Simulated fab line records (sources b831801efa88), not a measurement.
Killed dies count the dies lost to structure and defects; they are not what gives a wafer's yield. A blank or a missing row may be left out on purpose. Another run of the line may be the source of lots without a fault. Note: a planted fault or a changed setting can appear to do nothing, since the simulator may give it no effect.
fab line records	flow sky130
record: lots: 6	wafers: 18	last_day: 50
route steps=708 shown CAPM@546 METAL3@555 PAD_OPEN@708
lots that met no fault: taken from a fault-free run of the same line
start_h: start of the lot's first displayed wafer, in hours after the record's first day	wait_h: hours since the lot's step before	" identical to the entry in the row above	L1.1+2: one row covering several wafers at once	- either no value or no given start	* or withheld: withheld	< > ~ a bound
route shown NAME@n: a module of which the file shows steps, and the number in the route of the first	usual: mean/standard deviation of fault-free wafers	same: alike in all rows	chamber/n: place in a boat	sites: readings site by site	_std_site: standard deviation of those values	_edge_site: outer sites' mean less inner sites'	radius_mm: how far each site lies from the wafer's centre	mask NAME#n: copy n	behind: the last tool/chamber to shape the wafer	hold: what put the lot on hold/how long, in hours/how the hold closed	device: transistor that didn't switch, given as n, p or np	end of line: the same wafers' tests at the end of the route	a step without rows: its recipe alone	killed: dies lost to structure and defects at the first sort, not the wafer's yield	map: a wafer's dies, x killed, . not, _ none there
set.NAME: the setting as run; set.NAME@STEP: as run at that earlier step	model.NAME: the simulator's own value behind a step, which no gauge read
certain route steps with their lots: each step a table, each wafer a row
services: a tool's chamber out of use, with start hour (start_h, from the record's first day; less than 0 if before it), hours out, and reason
== steps ==
step: SKY_CAPM_EXPOSE_09
recipe: mask_id: CAPM	na: 0.6	source_shape: conventional	sigma_outer: 0.6	polarization: unpolarized	target_cd_nm: 1000	dose_mj: 159
step: SKY_CAPM_PEB_10
recipe: temp_c: withheld	time_s: *	resist: NOVOLAK
step: SKY_CAPM_DEVELOP_11
recipe: resist: NOVOLAK	developer: TMAH	develop_time_s: 60	dev_temp_c: 23
step: SKY_CAPM_OVL_MEAS_12
usual: CAPM_OVL: 0.7/1.3
lot.wafer	tool	chamber	start_h	wait_h	CAPM_OVL[nm]
L904.1	overlay-01	-	900.08	0.1	1.5
L904.2	"	-	"	"	-1.0
L904.6	"	-	"	"	0.3
L910.2	overlay-02	-	942.20	0.1	0.4
L910.3	"	-	"	"	1.1
L910.5	"	-	"	"	0.3
L915.1	overlay-01	-	975.49	0.1	1.8
L915.2	"	-	"	"	0.5
L915.4	"	-	"	"	0.8
L921.1	overlay-02	-	1019.74	0.1	3.1
L921.2	"	-	"	"	1.9
L921.4	"	-	"	"	1.5
L923.2	overlay-01	-	1037.64	0.1	1.1
L923.4	"	-	"	"	0.5
L923.6	"	-	"	"	1.7
L924.1	overlay-02	-	1040.74	0.1	-1.0
L924.4	"	-	"	"	0.6
L924.6	"	-	"	"	-1.4
step: SKY_CAPM_METAL_ETCH_13
recipe: target_depth_nm: 220	stop_on: SiO2	chemistry: Cl2/BCl3	target: TiN	pressure_mtorr: 10	icp_w: 900	bias_w: 48.5	Cl2_flow_sccm: 60	bcl3_flow_sccm: 30	time_s: 62.9
usual: drypump_motor_current_A: 5.9/0.39	oes_product_au: 0.934/0.0088	throttle_valve_pct: 21.906/0.0091
lot.wafer	tool	chamber	start_h	wait_h	drypump_motor_current_A	oes_product_au	rf_hours_counter_h	throttle_valve_pct
L904.1	rie_metal-04	1	900.11	0.0	5.5	0.948	1	21.899
L904.2	"	0	"	"	6.1	0.943	18	21.899
L904.6	"	1	"	"	5.5	0.946	-	21.897
L910.2	rie_metal-04	1	942.23	0.0	5.5	0.922	4	21.925
L910.3	"	1	"	"	5.5	0.937	-	21.898
L910.5	"	1	"	"	5.5	0.945	-	21.892
L915.1	rie_metal-04	0	975.53	0.0	6.2	0.928	3	21.922
L915.2	"	1	"	"	5.5	0.944	6	21.918
L915.4	"	1	"	"	5.5	0.933	-	21.915
L921.1	rie_metal-03	0	1019.78	0.0	6.4	0.943	15	21.911
L921.2	"	1	"	"	6.2	0.939	4	21.897
L921.4	"	1	"	"	6.1	0.935	-	21.898
L923.2	rie_metal-01	1	1037.67	0.0	6.0	0.937	9	21.897
L923.4	"	1	"	"	6.0	0.950	-	21.887
L923.6	"	0	"	"	5.3	0.926	-	21.908
L924.1	rie_metal-04	0	1040.78	0.0	6.2	0.937	6	21.907
L924.4	"	0	"	"	6.2	0.913	-	21.920
L924.6	"	1	"	"	5.5	0.912	-	21.910
step: SKY_CAPM_STRIP_14
recipe: chemistry: O2/N2	power_w: 1400	pressure_mtorr: 1500	platen_temp_c: withheld	o2_flow_sccm: 3000	n2_flow_sccm: 300	overash_fraction: 0.5
usual: drypump_motor_current_A: 5.7/0.77	oes_product_au: 0.710/0.0045	strip_time_to_endpoint_s: 12.66/0.044
lot.wafer	tool	chamber	start_h	wait_h	drypump_motor_current_A	oes_product_au	rf_hours_counter_h	strip_time_to_endpoint_s
L904.1	plasma_asher-03	1	900.19	0.1	6.7	0.707	16	12.67
L904.2	"	0	"	"	6.5	0.710	16	12.69
L904.6	"	0	"	"	6.4	0.708	-	12.69
L910.2	plasma_asher-03	0	942.30	0.1	6.4	0.701	20	12.75
L910.3	"	1	"	"	6.7	0.710	-	12.72
L910.5	"	1	"	"	6.7	0.713	-	12.76
L915.1	plasma_asher-02	0	975.60	0.1	4.8	0.717	112	12.69
L915.2	"	1	"	"	5.1	0.709	112	12.67
L915.4	"	0	"	"	4.8	0.712	-	12.66
L921.1	plasma_asher-02	1	1019.85	0.1	5.0	0.705	117	12.62
L921.2	"	0	"	"	4.8	0.712	117	12.68
L921.4	"	0	"	"	4.8	0.711	-	12.67
L923.2	plasma_asher-02	1	1037.75	0.1	5.1	0.714	119	12.67
L923.4	"	1	"	"	5.0	0.711	-	12.66
L923.6	"	1	"	"	5.0	0.711	-	12.66
L924.1	plasma_asher-01	1	1040.85	0.1	6.7	0.714	68	12.63
L924.4	"	0	"	"	5.9	0.704	-	12.68
L924.6	"	0	"	"	5.9	0.702	-	12.60
step: SKY_CAPM_STRIP_15
recipe: chemistry: post_etch_residue_remover	time_s: 1200	temp_c: 72.5
step: SKY_CAPM_CLEAN_16
recipe: chemistry: IPA	time_s: 180	temp_c: 25
step: SKY_CAPM_CLEAN_17
recipe: chemistry: O3/DIW	dry: n2_spin
step: SKY_METAL3_DEHYDRATE_05
recipe: temp_c: 200	time_s: 60
step: SKY_METAL3_HMDS_06
recipe: prime_time_s: 60	prime_temp_c: 120
step: SKY_METAL3_COAT_07
recipe: resist: BARC	temp_c: withheld	time_s: withheld	spin_rpm: 3000	resist_thk_nm: 60
step: SKY_METAL3_COAT_08
recipe: resist: KrF-thick	spin_rpm: 3000	resist_thk_nm: 1140
usual: spin_speed_rpm: 2999.5/2.3
lot.wafer	tool	chamber	start_h	wait_h	spin_speed_rpm	model.KrF-thick_of_METAL3_COAT_08.thk_nm
L904.1	litho_track-02	0	912	-	2999.3	1138
L904.2	"	0	"	"	3000.6	1139
L904.6	"	0	"	"	3003.0	1143
L910.2	litho_track-02	0	954	-	3000.0	1252
L910.3	"	0	"	"	3000.0	1253
L910.5	"	0	"	"	2999.7	1253
L915.1	litho_track-02	0	987	-	3001.7	1255
L915.2	"	0	"	"	2998.1	1257
L915.4	"	0	"	"	2997.4	1259
L921.1	litho_track-03	0	1031	-	2997.9	1139
L921.2	"	0	"	"	2999.3	1138
L921.4	"	0	"	"	3000.8	1141
L923.2	litho_track-04	0	1049	-	2998.7	1142
L923.4	"	0	"	"	2997.2	1145
L923.6	"	0	"	"	3001.7	1142
L924.1	litho_track-03	0	1052	-	2996.5	1143
L924.4	"	0	"	"	3003.0	1139
L924.6	"	0	"	"	2997.5	1138
step: SKY_METAL3_SOFTBAKE_09
recipe: temp_c: 100	time_s: 90	resist: KrF-thick
step: SKY_METAL3_EXPOSE_10
recipe: mask_id: MM3	na: 0.68	source_shape: annular	sigma_inner: 0.4	sigma_outer: 0.8	target_cd_nm: 300	dose_mj: 28
step: SKY_METAL3_PEB_11
recipe: peb_temp_c: withheld	peb_time_s: withheld	resist: KrF-thick
step: SKY_METAL3_DEVELOP_12
recipe: develop_time_s: 60	resist: KrF-thick	dev_temp_c: 21
step: SKY_METAL3_CD_MEAS_13
recipe: target_cd_nm: 300
usual: cd_nm: 299.4/1.5
lot.wafer	tool	chamber	start_h	wait_h	cd_nm
L904.1	cd_sem-02	-	924.78	-	299.9
L904.2	"	-	"	"	299.5
L904.6	"	-	"	"	298.7
L910.2	cd_sem-01	-	966.70	-	301.8
L910.3	"	-	"	"	304.4
L910.5	"	-	"	"	302.3
L915.1	cd_sem-01	-	999.93	-	303.1
L915.2	"	-	"	"	302.7
L915.4	"	-	"	"	302.4
L921.1	cd_sem-01	-	1042.76	-	299.4
L921.2	"	-	"	"	299.8
L921.4	"	-	"	"	300.9
L923.2	cd_sem-01	-	1060.10	-	301.7
L923.4	"	-	"	"	302.7
L923.6	"	-	"	"	299.6
L924.1	cd_sem-01	-	1063.63	-	299.8
L924.4	"	-	"	"	297.9
L924.6	"	-	"	"	297.4
step: SKY_METAL3_OVL_MEAS_14
usual: METAL3_OVL: 1/5.6
lot.wafer	tool	chamber	start_h	wait_h	METAL3_OVL[nm]
L904.1	overlay-01	-	924.90	0.1	13
L904.2	"	-	"	"	2
L904.6	"	-	"	"	5
L910.2	overlay-01	-	966.80	0.1	-3
L910.3	"	-	"	"	-8
L910.5	"	-	"	"	-7
L915.1	overlay-02	-	1000.05	0.1	5
L915.2	"	-	"	"	5
L915.4	"	-	"	"	0
L921.1	overlay-01	-	1042.88	0.1	-9
L921.2	"	-	"	"	3
L921.4	"	-	"	"	0
L923.2	overlay-01	-	1060.21	0.1	3
L923.4	"	-	"	"	2
L923.6	"	-	"	"	0
L924.1	overlay-02	-	1063.75	0.1	2
L924.4	"	-	"	"	3
L924.6	"	-	"	"	9
step: SKY_METAL3_DESCUM_15
recipe: chemistry: O2	source_power_w: 150	bias_power_w: 0	pressure_mtorr: 10	temp_c: 40	time_s: 8
usual: drypump_motor_current_A: 5.9/0.38	oes_product_au: 0.998/0.011	temp_c: 40.01/0.094
lot.wafer	tool	chamber	start_h	wait_h	drypump_motor_current_A	oes_product_au	rf_hours_counter_h	temp_c	model.METAL3.cd_nm
L904.1	rie_metal-04	1	924.93	0.0	5.5	0.986	3	40.28	299.8
L904.2	"	1	"	"	5.5	0.980	-	40.15	299.2
L904.6	"	1	"	"	5.5	0.993	-	40.01	298.4
L910.2	rie_metal-04	1	966.83	0.0	5.5	0.982	6	40.00	301.4
L910.3	"	1	"	"	5.5	0.997	-	39.90	303.7
L910.5	"	1	"	"	5.5	1.011	-	39.92	301.4
L915.1	rie_metal-03	1	1000.08	0.0	6.1	0.986	3	40.11	302.6
L915.2	"	0	"	"	6.4	0.998	14	39.99	301.6
L915.4	"	0	"	"	6.4	1.005	-	39.98	301.7
L921.1	rie_metal-04	1	1042.92	0.0	5.5	0.998	10	39.86	299.5
L921.2	"	0	"	"	6.1	0.986	7	40.10	299.2
L921.4	"	0	"	"	6.2	0.992	-	39.79	300.1
L923.2	rie_metal-03	1	1060.24	0.0	6.1	0.982	6	40.01	301.6
L923.4	"	0	"	"	6.4	1.007	-	40.06	301.8
L923.6	"	0	"	"	6.4	0.996	-	40.02	299.3
L924.1	rie_metal-03	0	1063.78	0.0	6.4	1.000	17	39.94	299.3
L924.4	"	1	"	"	6.2	0.984	-	39.96	298.3
L924.6	"	0	"	"	6.4	1.001	-	40.11	297.2
step: SKY_METAL3_ETCH_16
recipe: chemistry: N2/H2	target: BARC	ion_energy_ev: 200	bias_w: 100	pressure_mtorr: 30	n2_flow_sccm: 100	h2_flow_sccm: 200	icp_w: 500	stop_on: SiO2	time_s: 88.2	target_depth_a: 600
usual: drypump_motor_current_A: 5.9/0.38	oes_product_au: 0.625/0.005	throttle_valve_pct: 13.205/0.0098
lot.wafer	tool	chamber	start_h	wait_h	drypump_motor_current_A	oes_product_au	rf_hours_counter_h	throttle_valve_pct
L904.1	rie_metal-04	1	924.99	0.1	5.5	0.615	3	13.196
L904.2	"	1	"	"	5.5	0.625	-	13.215
L904.6	"	1	"	"	5.5	0.632	-	13.196
L910.2	rie_metal-04	1	966.86	0.0	5.5	0.628	6	13.196
L910.3	"	1	"	"	5.5	0.625	-	13.220
L910.5	"	1	"	"	5.5	0.634	-	13.203
L915.1	rie_metal-03	1	1000.11	0.0	6.2	0.624	3	13.172
L915.2	"	0	"	"	6.4	0.625	14	13.207
L915.4	"	0	"	"	6.5	0.625	-	13.191
L921.1	rie_metal-04	1	1042.95	0.0	5.5	0.624	10	13.219
L921.2	"	0	"	"	6.2	0.624	7	13.203
L921.4	"	0	"	"	6.2	0.625	-	13.203
L923.2	rie_metal-03	1	1060.27	0.0	6.2	0.639	6	13.218
L923.4	"	0	"	"	6.4	0.632	-	13.213
L923.6	"	0	"	"	6.4	0.622	-	13.222
L924.1	rie_metal-03	0	1063.81	0.0	6.4	0.631	17	13.187
L924.4	"	1	"	"	6.1	0.618	-	13.206
L924.6	"	0	"	"	6.4	0.620	-	13.212
step: SKY_METAL3_ETCH_17
recipe: target: SiO2	stop_on: TiN	chemistry: C4F8/O2/Ar	source_w: 1500	bias_w: 1200	pressure_mtorr: 40	c4f8_flow_sccm: withheld	O2_flow_sccm: 6	Ar_flow_sccm: 300	time_s: 3.9	target_depth_a: 150
usual: oes_product_au: 0.753/0.0078
lot.wafer	tool	chamber	start_h	wait_h	oes_product_au	rf_hours_counter_h
L904.1	rie_diel-03	2	925.19	0.2	0.754	7
L904.2	"	1	"	"	0.768	8
L904.6	"	0	"	"	0.769	-
L910.2	rie_diel-02	0	966.96	0.1	0.746	6
L910.3	"	2	"	"	0.746	4
L910.5	"	3	"	"	0.748	-
L915.1	rie_diel-02	3	1000.21	0.1	0.754	8
L915.2	"	2	"	"	0.739	5
L915.4	"	1	"	"	0.748	13
L921.1	rie_diel-02	2	1043.05	0.1	0.753	7
L921.2	"	1	"	"	0.750	15
L921.4	"	0	"	"	0.752	9
L923.2	rie_diel-02	0	1060.37	0.1	0.743	9
L923.4	"	2	"	"	0.756	7
L923.6	"	3	"	"	0.747	-
L924.1	rie_diel-01	0	1063.91	0.1	0.753	11
L924.4	"	2	"	"	0.755	20
L924.6	"	0	"	"	0.760	-
step: SKY_METAL3_METAL_ETCH_18
recipe: target_depth_a: 8450	stop_on: SiO2	over_etch_frac: 0.3	time_s: 183.1	chemistry: Cl2/BCl3	resist_sidewall_deg: 88	pressure_mtorr: 10	icp_w: 900	bias_w: 48.5	Cl2_flow_sccm: 60	bcl3_flow_sccm: 30
usual: drypump_motor_current_A: 5.9/0.38	oes_product_au: 0.868/0.0075	throttle_valve_pct: 22.264/0.0097
same: over_etch_frac: 0.3
lot.wafer	tool	chamber	start_h	wait_h	drypump_motor_current_A	oes_product_au	rf_hours_counter_h	throttle_valve_pct	model.KrF-thick_of_METAL3_COAT_08.thk_nm
L904.1	rie_metal-03	1	925.21	0.0	6.1	0.870	18	22.270	525.6
L904.2	"	0	"	"	6.5	0.861	11	22.274	517.1
L904.6	"	1	"	"	6.1	0.859	-	22.263	531
L910.2	rie_metal-02	0	966.98	0.0	6.0	0.858	12	22.269	635.4
L910.3	"	0	"	"	6.0	0.869	-	22.283	638.6
L910.5	"	0	"	"	6.0	0.864	-	22.272	637.4
L915.1	rie_metal-04	1	1000.23	0.0	5.5	0.878	8	22.267	645.3
L915.2	"	0	"	"	6.1	0.874	4	22.253	654.7
L915.4	"	1	"	"	5.5	0.867	-	22.262	643.3
L921.1	rie_metal-02	1	1043.07	0.0	5.3	0.863	13	22.280	544.7
L921.2	"	0	"	"	5.9	0.858	16	22.260	514.5
L921.4	"	0	"	"	6.0	0.859	-	22.266	511.7
L923.2	rie_metal-02	0	1060.39	0.0	6.0	0.863	18	22.256	514.1
L923.4	"	0	"	"	5.9	0.875	-	22.224	517.4
L923.6	"	0	"	"	5.9	0.864	-	22.260	515.1
L924.1	rie_metal-04	1	1063.93	0.0	5.5	0.859	12	22.264	526.5
L924.4	"	1	"	"	5.5	0.878	-	22.277	522
L924.6	"	1	"	"	5.5	0.855	-	22.276	515.4
step: SKY_METAL3_STRIP_19
recipe: chemistry: O2/N2	power_w: 1400	pressure_mtorr: 1500	platen_temp_c: withheld	o2_flow_sccm: 3000	n2_flow_sccm: 300	overash_fraction: 0.5
usual: drypump_motor_current_A: 6.0/0.8	oes_product_au: 0.504/0.0067	strip_time_to_endpoint_s: 6.57/0.11
lot.wafer	tool	chamber	start_h	wait_h	drypump_motor_current_A	oes_product_au	rf_hours_counter_h	strip_time_to_endpoint_s
L904.1	plasma_asher-03	0	925.39	0.1	6.5	0.503	19	6.51
L904.2	"	1	"	"	6.7	0.502	19	6.44
L904.6	"	0	"	"	6.4	0.501	-	6.57
L910.2	plasma_asher-03	0	967.16	0.1	6.5	0.544	23	7.59
L910.3	"	0	"	"	6.5	0.546	-	7.64
L910.5	"	0	"	"	6.5	0.546	-	7.62
L915.1	plasma_asher-03	0	1000.41	0.1	6.5	0.554	28	7.71
L915.2	"	1	"	"	6.7	0.556	28	7.80
L915.4	"	0	"	"	6.5	0.539	-	7.68
L921.1	plasma_asher-02	1	1043.24	0.1	5.0	0.507	120	6.72
L921.2	"	0	"	"	4.8	0.498	120	6.41
L921.4	"	0	"	"	4.8	0.492	-	6.39
L923.2	plasma_asher-04	0	1060.57	0.1	6.3	0.494	83	6.40
L923.4	"	1	"	"	4.8	0.496	-	6.43
L923.6	"	0	"	"	6.3	0.502	-	6.42
L924.1	plasma_asher-03	1	1064.11	0.1	6.7	0.500	35	6.53
L924.4	"	1	"	"	6.7	0.509	-	6.49
L924.6	"	1	"	"	6.7	0.498	-	6.42
step: SKY_METAL3_STRIP_20
recipe: chemistry: post_etch_residue_remover	time_s: 1200	temp_c: 72.5
step: SKY_PAD_OPEN_PROBE_99
usual: defect_limited_yield: 82.9/2.2	killed_at_M0_to_M3: 42/7	killed_at_M4_up: 2.8/1.8	killed_at_contacts: 24/5.8	killed_at_front_end: 15/4.8	killed_at_other: 0.3/0.56	killed_dies: 84/11	killed_open: 46/7.8	killed_short: 38/6.3	sort_bin_3_pad_short: 0.8/0.43	sort_bin_5_function: 10.2/1.6	sort_bin_6_memory: 6.0/1.1	sort_n_pass: 408/11	sort_yield_pct: 82.9/2.2
same: gross_dies: 492	killed_at_back_side: 0	sort_bin_4_leakage[%]: 0	sort_bin_8_speed[%]: 0
lot.wafer	tool	chamber	start_h	wait_h	defect_limited_yield[%]	killed_at_M0_to_M3	killed_at_M4_up	killed_at_contacts	killed_at_front_end	killed_at_other	killed_dies	killed_open	killed_short	sort_bin_3_pad_short[%]	sort_bin_5_function[%]	sort_bin_6_memory[%]	sort_n_pass	sort_yield_pct[%]
L904.1	prober-02	-	1096.35	0.1	83.3	44	5	26	7	0	82	49	33	0.4	12.4	3.9	410	83.3
L904.2	prober-02	-	1096.40	0.1	82.5	46	3	27	10	0	86	49	37	1.0	11.2	5.3	406	82.5
L904.6	prober-02	-	1096.60	0.2	81.5	50	7	22	12	0	91	51	40	2.0	10.6	5.9	401	81.5
L910.2	prober-02	-	1129.74	0.1	83.9	47	7	18	7	0	79	38	41	0.4	10.4	5.3	413	83.9
L910.3	prober-02	-	1129.79	0.2	81.7	40	2	26	22	0	90	49	41	0	9.6	8.7	402	81.7
L910.5	prober-02	-	1129.89	0.2	83.1	43	2	29	8	1	83	45	38	0.8	9.6	6.5	409	83.1
L915.1	prober-01	-	1157.61	0.1	79.9	53	4	26	16	0	99	58	40	0.6	12.2	7.3	393	79.9
L915.2	prober-01	-	1157.66	0.1	80.9	41	4	25	24	0	94	50	41	0.6	11.2	7.3	398	80.9
L915.4	prober-01	-	1157.76	0.2	79.1	49	5	32	17	0	103	54	49	0.6	11.8	8.5	389	79.1
L921.1	prober-01	-	1187.21	0.1	86.2	44	4	16	4	0	68	34	34	0.4	7.7	5.7	424	86.2
L921.2	prober-01	-	1187.26	0.1	87.0	30	1	16	17	0	64	27	37	1.4	7.7	3.9	428	87.0
L921.4	prober-01	-	1187.36	0.2	82.3	43	2	27	15	0	87	53	34	0.6	12.4	4.7	405	82.3
L923.2	prober-01	-	1201.65	0.1	84.8	38	1	28	6	2	75	45	28	0.4	10.0	4.9	417	84.8
L923.4	prober-01	-	1201.75	0.2	87.2	29	2	21	10	1	63	30	32	0.8	8.1	3.9	429	87.2
L923.6	prober-01	-	1201.85	0.2	83.1	47	0	24	12	0	83	46	37	1.0	10.0	5.9	409	83.1
L924.1	prober-02	-	1203.40	0.1	83.3	33	4	35	10	0	82	42	40	0.6	10.0	6.1	410	83.3
L924.4	prober-02	-	1203.55	0.2	88.6	29	0	21	6	0	56	33	23	0.4	6.5	4.5	436	88.6
L924.6	prober-02	-	1203.65	0.2	85.2	38	5	24	6	0	73	34	39	0.8	8.7	5.3	419	85.2
killed by level:class
L904.1 CONTACT:geometric_particle:open=13 VIA1:geometric_particle:open=11 VIA3:geometric_particle:open=7 LI_CONTACT:geometric_particle:open=5 METAL2:geometric_particle:short=5 VIA2:geometric_particle:open=5 LOCAL_INTERCONNECT:geometric_particle:short=4 METAL4:geometric_particle:short=4
L904.2 VIA3:geometric_particle:open=10 VIA1:geometric_particle:open=8 LOCAL_INTERCONNECT:geometric_particle:short=8 CONTACT:geometric_particle:open=8 METAL1:geometric_particle:short=7 VIA2:geometric_particle:open=7 CONTACT:geometric_particle:short=5 POLY_GATE:geometric_particle:open=3
L904.6 CONTACT:geometric_particle:open=12 VIA2:geometric_particle:open=11 VIA1:geometric_particle:open=7 VIA3:geometric_particle:open=7 METAL4:geometric_particle:short=7 METAL1:geometric_particle:short=6 LI_CONTACT:geometric_particle:open=5 METAL2:geometric_particle:short=5
L910.2 VIA1:geometric_particle:open=14 METAL2:geometric_particle:short=9 CONTACT:geometric_particle:short=5 METAL4:geometric_particle:short=5 LI_CONTACT:geometric_particle:short=4 LI_CONTACT:geometric_particle:open=4 METAL1:geometric_particle:short=4 VIA2:geometric_particle:open=4
L910.3 LI_CONTACT:geometric_particle:open=15 VIA1:geometric_particle:open=8 METAL2:geometric_particle:short=7 POLY_GATE:geometric_particle:open=7 VIA1:geometric_particle:short=5 VIA3:geometric_particle:open=5 FIELD_ISO:geometric_particle:short=4 POLY_GATE:geometric_particle:short=4
L910.5 VIA1:geometric_particle:open=10 CONTACT:geometric_particle:open=8 METAL2:geometric_particle:short=7 VIA3:geometric_particle:open=7 LI_CONTACT:geometric_particle:open=5 LI_CONTACT:geometric_particle:short=5 LOCAL_INTERCONNECT:geometric_particle:short=5 CONTACT:geometric_particle:short=5
L915.1 VIA1:geometric_particle:open=16 VIA3:geometric_particle:open=11 CONTACT:geometric_particle:open=9 LI_CONTACT:geometric_particle:open=8 VIA1:geometric_particle:short=8 FIELD_ISO:geometric_particle:short=7 VIA2:geometric_particle:short=5 CONTACT:geometric_particle:short=4
L915.2 CONTACT:geometric_particle:open=10 VIA1:geometric_particle:open=10 VIA2:geometric_particle:open=7 VIA3:geometric_particle:open=7 FIELD_ISO:geometric_particle:short=5 LI_CONTACT:geometric_particle:short=5 VIA3:geometric_particle:short=5 FIELD_ISO:geometric_particle:open=4
L915.4 CONTACT:geometric_particle:open=13 VIA1:geometric_particle:open=12 VIA1:geometric_particle:short=8 LI_CONTACT:geometric_particle:open=8 VIA2:geometric_particle:open=8 CONTACT:geometric_particle:short=6 FIELD_ISO:geometric_particle:short=5 METAL2:geometric_particle:short=5
L921.1 VIA1:geometric_particle:short=9 VIA1:geometric_particle:open=8 VIA2:geometric_particle:open=8 CONTACT:geometric_particle:open=5 LOCAL_INTERCONNECT:geometric_particle:short=4 METAL2:geometric_particle:short=4 LI_CONTACT:geometric_particle:open=3 CONTACT:geometric_particle:short=3
L921.2 METAL2:geometric_particle:short=7 POLY_GATE:geometric_particle:open=6 POLY_GATE:geometric_particle:short=5 VIA1:geometric_particle:open=5 VIA2:geometric_particle:open=5 LI_CONTACT:geometric_particle:short=4 CONTACT:geometric_particle:open=4 LI_CONTACT:geometric_particle:open=3
L921.4 CONTACT:geometric_particle:open=12 VIA1:geometric_particle:open=10 VIA2:geometric_particle:open=9 LI_CONTACT:geometric_particle:open=8 METAL1:geometric_particle:short=8 POLY_GATE:geometric_particle:short=7 VIA3:geometric_particle:open=4 POLY_GATE:geometric_particle:open=3
L923.2 VIA1:geometric_particle:open=12 LI_CONTACT:geometric_particle:open=9 CONTACT:geometric_particle:open=9 CONTACT:geometric_particle:short=5 METAL1:geometric_particle:short=4 METAL2:geometric_particle:short=4 VIA2:geometric_particle:open=4 VIA2:geometric_particle:short=4
L923.4 LI_CONTACT:geometric_particle:open=9 CONTACT:geometric_particle:open=7 METAL1:geometric_particle:short=5 VIA1:geometric_particle:open=5 VIA1:geometric_particle:short=4 METAL2:geometric_particle:short=4 VIA2:geometric_particle:short=4 CONTACT:geometric_particle:short=3
L923.6 VIA1:geometric_particle:open=9 CONTACT:geometric_particle:open=8 METAL1:geometric_particle:short=8 VIA3:geometric_particle:open=7 METAL2:geometric_particle:short=7 LI_CONTACT:geometric_particle:open=6 CONTACT:geometric_particle:short=5 VIA2:geometric_particle:open=5
L924.1 CONTACT:geometric_particle:open=11 LI_CONTACT:geometric_particle:open=9 VIA1:geometric_particle:open=7 VIA2:geometric_particle:open=6 METAL2:geometric_particle:short=6 LI_CONTACT:geometric_particle:short=5 CONTACT:geometric_particle:short=5 LOCAL_INTERCONNECT:geometric_particle:short=4
L924.4 LI_CONTACT:geometric_particle:open=8 VIA3:geometric_particle:open=5 CONTACT:geometric_particle:open=5 VIA2:geometric_particle:open=4 FIELD_ISO:geometric_particle:open=3 METAL2:geometric_particle:open=3 LOCAL_INTERCONNECT:geometric_particle:short=3 VIA1:geometric_particle:short=3
L924.6 CONTACT:geometric_particle:open=9 LI_CONTACT:geometric_particle:open=6 METAL2:geometric_particle:short=6 LI_CONTACT:geometric_particle:short=5 VIA2:geometric_particle:open=5 VIA1:geometric_particle:short=5 VIA1:geometric_particle:open=4 METAL1:geometric_particle:short=4
== services ==
tool	chamber	start_h	hours	kind
plasma_asher-02	-	880.67	14.6	pm
rie_metal-04	-	889.96	2.8	pm
plasma_asher-02	-	897.25	16.6	repair
rie_diel-01	2	899.05	6.9	repair
rie_diel-01	1	906.12	6.2	repair
rie_metal-04	0	910.49	-	clean
rie_metal-04	0	910.49	17.5	scheduled_down
rie_metal-04	0	910.49	17.5	vent_cycle
rie_metal-03	1	927.03	-	clean
rie_diel-02	2	930.38	1.9	repair
plasma_asher-04	-	946.41	72.2	repair
rie_diel-01	3	948.25	13.8	repair
rie_metal-04	0	951.34	7.3	repair
rie_diel-03	1	959.38	1.4	repair
rie_diel-02	1	965.91	11.0	repair
rie_metal-01	-	967.93	4.3	pm
rie_metal-03	0	975.18	21.3	repair
rie_diel-01	0	989.77	7.1	repair
rie_metal-03	-	1002.87	0.5	repair
rie_diel-02	-	1027.90	0.2	repair
rie_diel-02	3	1028.47	8.3	repair
rie_metal-03	-	1037.16	14.6	pm
rie_diel-03	-	1042.93	1.5	repair
plasma_asher-02	-	1055.25	9.0	pm
== key ==
first_sign: step: SKY_METAL3_CD_MEAS_13	reading: cd_nm	direction: up	sigmas: 2.3	usual: 299.4	struck: 302.8
effect: step: SKY_METAL3_STRIP_19	reading: strip_time_to_endpoint_s	direction: up	sigmas: 10	usual: *	struck: *
model_effect: step: SKY_METAL3_COAT_08	value: KrF-thick_of_METAL3_COAT_08.thk_nm	without: 1142	struck: 1255
model_effect: step: SKY_METAL3_DESCUM_15	value: METAL3.cd_nm	without: 298.5	struck: 302.1
model_effect: step: SKY_METAL3_METAL_ETCH_18	value: KrF-thick_of_METAL3_COAT_08.thk_nm	without: 529.3	struck: 642.5
met_at SKY_METAL3_COAT_08
struck_wafers L910.2,L910.3,L910.5,L915.1,L915.2,L915.4
onset_between 912 954
fault: kind: process_parameter_drift	tool: litho_track-02	chamber: -	onset_h: 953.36	steps: SKY_METAL3_COAT_08	channel: resist_thk_nm	offset: 112.93	shape: step	end_h: 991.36	acts_in: these_recipes_only	stated: 1140
